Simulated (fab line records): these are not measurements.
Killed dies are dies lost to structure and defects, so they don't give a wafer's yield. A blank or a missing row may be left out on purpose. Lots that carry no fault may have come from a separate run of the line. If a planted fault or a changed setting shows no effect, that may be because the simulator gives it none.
Struck lot and sound lot, side by side + flow sky130 + 29 out of 708 route steps
Sound: these wafers, L282.2, L282.3, L282.5. Struck: wafer L287.1 (L287.2, L287.3, from the same lot, were not struck and are left out); the cause is given at the end.
Order at every step that has rows: each side's tool, ch and its chambers, its first start. Under that, the readings that differ: sound wafers + struck wafers + difference of the means + sigmas: that difference in standard deviations of wafers without a fault.
alike: a reading whose means differ by less than 2 such deviations, as well as words and numbers matching on both sides. not compared: withheld readings; readings where some wafer has no value; bounds like >300 that might hide an equal value; numbers whose values overlap and for which the record gives no deviation.
The two part at a step that has a row with sigmas, a row that says differs or no value, or rows on one side only. Numbers that have no deviation but don't overlap get no sigmas and don't part them. A reading missing from all wafers of one side parts the sides only when that side holds two or more wafers.

first, 3 steps without rows for these wafers: SKY_METAL1_EXPOSE_12 (exposes mask MM1, target cd 140 nm); SKY_METAL1_PEB_13; SKY_METAL1_DEVELOP_14 (develop time 60 s).
SKY_METAL1_CD_MEAS_15: target cd 140 nm.
  struck on cd_sem-01, day 36 04:10; sound on cd_sem-02, day 34 23:20
  alike: cd_nm
SKY_METAL1_OVL_MEAS_16:
  struck on overlay-02, day 36 04:17; sound on overlay-02, day 34 23:26
  alike: METAL1_OVL
SKY_METAL1_DESCUM_17: chemistry O2, time 8 s.
  sound on rie_metal-04 ch 0,1, day 34 23:28; struck on rie_metal-04 ch 1, day 36 04:19
  alike: drypump_motor_current_A, oes_product_au, rf_fwd_power_W
  not compared: rf_hours_counter_h
SKY_METAL1_ETCH_18: etches BARC in N2/H2, stops on SiO2, time 45.9 s, target depth 60 nm.
  sound on rie_metal-04 ch 0,1, day 34 23:31; struck on rie_metal-04 ch 1, day 36 04:23
  alike: drypump_motor_current_A, oes_product_au, rf_fwd_power_W, throttle_valve_pct
  not compared: rf_hours_counter_h
then, 1 step without rows for these wafers: SKY_METAL1_METAL_ETCH_19 (etches the open film in Cl2/BCl3, stops on SiO2, target depth 360 nm, time 78 s).
SKY_METAL1_STRIP_20: strips in O2/N2.
  sound on plasma_asher-02 ch 0,1, day 34 23:40; struck on plasma_asher-02 ch 0, day 36 04:41
  alike: drypump_motor_current_A, oes_product_au, strip_time_to_endpoint_s
  not compared: rf_hours_counter_h
then, 3 steps without rows for these wafers: SKY_METAL1_STRIP_21 (strips in post etch residue remover, time 1200 s); SKY_METAL1_CLEAN_22 (cleans in IPA, time 180 s); SKY_METAL1_CLEAN_23 (cleans in O3/DIW).
SKY_VIA1_HDPCVD_00: deposits SiO2, target thk 1030 nm, time 171.7 s.
  sound on hdpcvd-01 ch 0,2, day 35 00:15; struck on hdpcvd-02 ch 0,1,2, day 36 05:17
SKY_VIA1_THK_MEAS_01:
  struck on film_metro-03, day 36 05:24; sound on film_metro-03, day 35 00:22
| reading              | sound          | struck | difference | sigmas |
|----------------------|----------------|--------|------------|--------|
| VIA1_HDPCVD_THK (nm) | 1023 1018 1021 | 885    | -136       | -11    |
SKY_VIA1_CMP_02: polishes SiO2.
  sound on cmp-02 ch 2,3, day 35 00:25; struck on cmp-02 ch 0, day 36 05:28
  alike: motor_current_A
SKY_VIA1_BOW_MEAS_03:
  struck on film_metro-04, day 36 05:46; sound on film_metro-04, day 35 00:44
  alike: VIA1_BOW
then, 8 steps without rows for these wafers: SKY_VIA1_DEHYDRATE_04 (time 60 s); SKY_VIA1_HMDS_05 (prime time 60 s); SKY_VIA1_COAT_06 (resist thk 60 nm); SKY_VIA1_COAT_07 (resist thk 450 nm); SKY_VIA1_SOFTBAKE_08 (time 90 s); SKY_VIA1_EXPOSE_09 (exposes mask VIM, target cd 150 nm); SKY_VIA1_PEB_10; SKY_VIA1_DEVELOP_11 (develop time 60 s).
SKY_VIA1_CD_MEAS_12: target cd 150 nm.
  struck on cd_sem-02, day 37 06:50; sound on cd_sem-02, day 36 03:36
  alike: cd_nm
SKY_VIA1_OVL_MEAS_13:
  struck on overlay-01, day 37 06:57; sound on overlay-02, day 36 03:43
| reading       | sound   | struck | difference | sigmas |
|---------------|---------|--------|------------|--------|
| VIA1_OVL (nm) | 7 11 12 | -5     | -15        | -2     |
SKY_VIA1_ETCH_14: etches BARC in N2/H2, stops on SiO2, time 45.9 s, target depth 60 nm.
  sound on rie_diel-04 ch 0,3, day 36 03:44; struck on rie_diel-04 ch 1, day 37 06:59
| reading               | sound             | struck | difference | sigmas |
|-----------------------|-------------------|--------|------------|--------|
| oes_product_au (a.u.) | 0.864 0.854 0.866 | 0.844  | -0.017     | -3     |
  alike: drypump_motor_current_A, rf_fwd_power_W, throttle_valve_pct
  not compared: rf_hours_counter_h
SKY_VIA1_ETCH_15: etches SiO2 in C4F8/O2/Ar, stops on TiN, target depth 351 nm, time 54 s.
  sound on rie_diel-04 ch 0,3, day 36 03:47; struck on rie_diel-04 ch 1, day 37 07:02
| reading               | sound             | struck | difference | sigmas |
|-----------------------|-------------------|--------|------------|--------|
| oes_product_au (a.u.) | 0.984 0.974 0.987 | 0.749  | -0.233     | -42    |
  alike: rf_fwd_power_W
  not compared: rf_hours_counter_h
then, 1 step without rows for these wafers: SKY_VIA1_STRIP_16 (strips in O2/N2).

WHERE THEY PART
First at SKY_VIA1_THK_MEAS_01; last, within this record, at SKY_VIA1_ETCH_15.

WHY: whatever the simulator had introduced
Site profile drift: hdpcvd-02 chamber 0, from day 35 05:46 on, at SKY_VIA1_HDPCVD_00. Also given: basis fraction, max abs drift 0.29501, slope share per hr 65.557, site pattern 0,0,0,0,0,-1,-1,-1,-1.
